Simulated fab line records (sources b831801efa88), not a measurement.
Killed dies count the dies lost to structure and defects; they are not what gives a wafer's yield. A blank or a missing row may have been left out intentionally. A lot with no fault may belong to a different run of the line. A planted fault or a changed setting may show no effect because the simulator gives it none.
2 desks looking at one fault :: flow sky130 :: only its own numbers are on each desk; what lay behind them is given at the end

DESK OF THE TOOL OWNER: rie_diel-02
The tool's own readings at SKY_POLY_CUT_ETCH_11 (etches Si3N4 in CF4/CH2F2/Ar, stops on poly-Si, time 42.5 s, target depth 60 nm): means of the sampled wafers that have a number, for each lot that ran on this tool. If a lot's mean is further than 4 standard deviations from the usual mean, the lot is out of limits and carries the mark OUT (the distance appears in the brackets).
Columns: A = drypump_motor_current_A at SKY_POLY_CUT_ETCH_11, usual 5.9 A; B = oes_product_au at SKY_POLY_CUT_ETCH_11, usual 0.828 a.u.; C = run_length_s at SKY_POLY_CUT_ETCH_11, usual 70.7 s; D = throttle_valve_pct at SKY_POLY_CUT_ETCH_11, usual 14.995 %
lot: L840
first seen here: day 25 18:58
A: 6.3
B: 0.825
C: 70.8
D: 15.000

lot: L841
first seen here: day 26 01:11
A: 5.9
B: 0.756 (-12) OUT
C: 79.0 (+21) OUT
D: 14.980

lot: L842
first seen here: day 26 21:30
A: 6.1
B: 0.753 (-12) OUT
C: 78.8 (+20) OUT
D: 14.992

lot: L859
first seen here: day 31 21:47
A: 6.2
B: 0.822
C: 70.8
D: 14.999
This desk's verdict: out of limits on L841, L842, starting with L841 at day 26 01:11 (oes_product_au at SKY_POLY_CUT_ETCH_11). L840, L859 stayed within limits.

FROM THE METROLOGY DESK
What the gauges read for every lot (on any tool): the sampled wafers with a number, averaged. If a lot's mean is further than 4 standard deviations from the usual mean, the lot is out of limits and carries the mark OUT (the distance appears in the brackets).
Columns: A = NWELL_2_TW at SKY_NWELL_TW_MEAS_26, usual 499.8
lot: L837
first seen here: day 5 03:05
A: 501.7

lot: L840
first seen here: day 6 05:05
A: 499.3

lot: L841
first seen here: day 6 09:49
A: 500.1

lot: L842
first seen here: day 6 16:40
A: 501.5

lot: L850
first seen here: day 8 13:57
A: 501.9

lot: L852
first seen here: day 9 03:38
A: 502.1

lot: L853
first seen here: day 9 11:04
A: 495.6

lot: L854
first seen here: day 9 16:09
A: 501.3

lot: L856
first seen here: day 10 08:37
A: 499.0

lot: L857
first seen here: day 10 12:11
A: 500.4

lot: L858
first seen here: day 10 18:28
A: 494.2

lot: L859
first seen here: day 10 23:25
A: 502.9
Result from this desk: across the 12 lots, nothing is out of limits.

PUT TOGETHER
The tool owner's desk could have raised an alarm at day 26 01:11, on L841, L842.
From the metrology desk's view, nothing was out of limits.
The metrology desk holds a record of L841, L842, inside its limits.
On rie_diel-02, each named lot ran SKY_POLY_CUT_ETCH_11.

WHAT THE SIMULATOR PUT IN
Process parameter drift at SKY_POLY_CUT_ETCH_11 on rie_diel-02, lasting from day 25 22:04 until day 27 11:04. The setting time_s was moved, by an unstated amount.
Struck lots among those shown: L841, L842.
Delay in hours, fault start to first out-of-limits reading, by desk: the tool owner's desk at 3.
